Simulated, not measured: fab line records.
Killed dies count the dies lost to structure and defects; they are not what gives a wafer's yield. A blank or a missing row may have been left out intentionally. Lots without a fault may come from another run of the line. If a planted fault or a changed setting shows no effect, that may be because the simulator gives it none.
A lot that was struck, set against a sound lot	flow sky130	14 out of 708 route steps
Sound: wafers L804.2, L804.5, L804.6. Wafers struck: L809.2, L809.4, L809.5. Last of all comes the cause.
At each step with rows: each side's tool, then ch and its chambers, then its first start. Under that, the readings that differ: sound wafers	struck wafers	difference of the means	sigmas: that difference in standard deviations of wafers without a fault.
alike: readings whose means differ by less than 2 such deviations, and words and numbers that are the same on both sides. not compared: withheld readings, readings that some wafer has no value for, bounds like >300 that may hide the same value, and numbers for which the record gives no deviation and whose values overlap.
Wherever a step has rows on one side only, a row that says differs or no value, or a row with sigmas, the two part there. Numbers that don't overlap but have no deviation are shown without sigmas and don't part them. A reading missing from all wafers of one side parts the sides only when that side holds two or more wafers.

first, 5 steps without rows for these wafers: SKY_SD_N_COAT_02 (resist thk 1140 nm); SKY_SD_N_SOFTBAKE_03 (time 60 s); SKY_SD_N_EXPOSE_04 (exposes mask NSDM, target cd 380 nm); SKY_SD_N_PEB_05; SKY_SD_N_DEVELOP_06 (develop time 60 s).
SKY_SD_N_CD_MEAS_07: the cd target is 380 nm.
  sound: cdSem-01 at day 30 04:41; struck: cdSem-02 at day 32 01:02
  alike: cdNm
SKY_SD_N_OVL_MEAS_08:
  sound: overlay-01 at day 30 04:47; struck: overlay-02 at day 32 01:08
reading	sound	struck	difference	sigmas
SD_N_OVL (nm)	-0.4 -2.5 -0.5	1.7 1.9 2.2	+3.1	+3
then, 2 steps without rows for these wafers: SKY_SD_N_IMPLANT_09; SKY_SD_N_IMPLANT_10.
SKY_SD_N_STRIP_11: strips in O2/N2.
  sound on plasmaAsher-02 ch 0,1, day 30 05:07; struck on plasmaAsher-02 ch 0,1, day 32 01:28
  alike: chamberPressureMTorr, drypumpMotorCurrentA, oesProductAu, stripTimeToEndpointS
  not compared: rfHoursCounterH
SKY_SD_N_TW_MEAS_12:
  sound: filmMetro-01 at day 30 05:14; struck: filmMetro-01 at day 32 01:35
  alike: SD_N_TW
then, 1 step without rows for these wafers: SKY_SD_N_CLEAN_13 (cleans in SC1/SC2, time 150 s).
SKY_SD_N_RTA_14: time 2 s.
  sound on rtpAnneal-01 ch 0, day 30 05:20; struck on rtpAnneal-02 ch 0, day 32 01:55
  alike: lampPowerPct, wafer_temp_C_max
-- record jumps: 17 days separate the struck wafers' starts on either side; left off in module SD_N, taken up again in module PAD_OPEN, whose first shown step is the route's number 708 --
SKY_PAD_OPEN_PROBE_99:
  sound: prober-01 at day 47 11:59; struck: prober-02 at day 48 18:32
reading	sound	struck	difference	sigmas
killedDies	81 103 89	70 70 77	-19	-2
model.etest.resXhighPo.lineOhmUm	5800 5944 5649	4217 4288 4215	-1558	
model.etest.resXhighPo.rsOhmSq	2010 2094 1962	1499 1514 1475	-526	
model.etest.pfet_01v8.rOnOhmUm	2851 2849 2862	2597 2590 2573	-267	
model.etest.resPdiff.lineOhmUm	1358 1367 1390	1117 1134 1164	-233	
model.etest.pfetG5v0d10v5.rOnOhmUm	4758 4744 4718	4598 4656 4625	-114	
model.etest.resHighPo.lineOhmUm	724.2 762.2 744.1	617.9 622.4 614.9	-125.1	
model.etest.liconHighPo.rcOhm	352.7 363.7 354.5	245.3 262.1 257.5	-102.0	
model.etest.resNdiff.lineOhmUm	764.2 736.8 763.2	684.3 698.9 709	-57.3	
  alike: killed_at_M0_to_M3, killed_at_M4_up, killedAtContacts, killedAtFrontEnd, killedAtOther, killedOpen, killedShort

== WHERE THEY PART ==
Last at SKY_PAD_OPEN_PROBE_99 as far as this record goes, first at SKY_SD_N_OVL_MEAS_08.

WHY: what the simulator had put in
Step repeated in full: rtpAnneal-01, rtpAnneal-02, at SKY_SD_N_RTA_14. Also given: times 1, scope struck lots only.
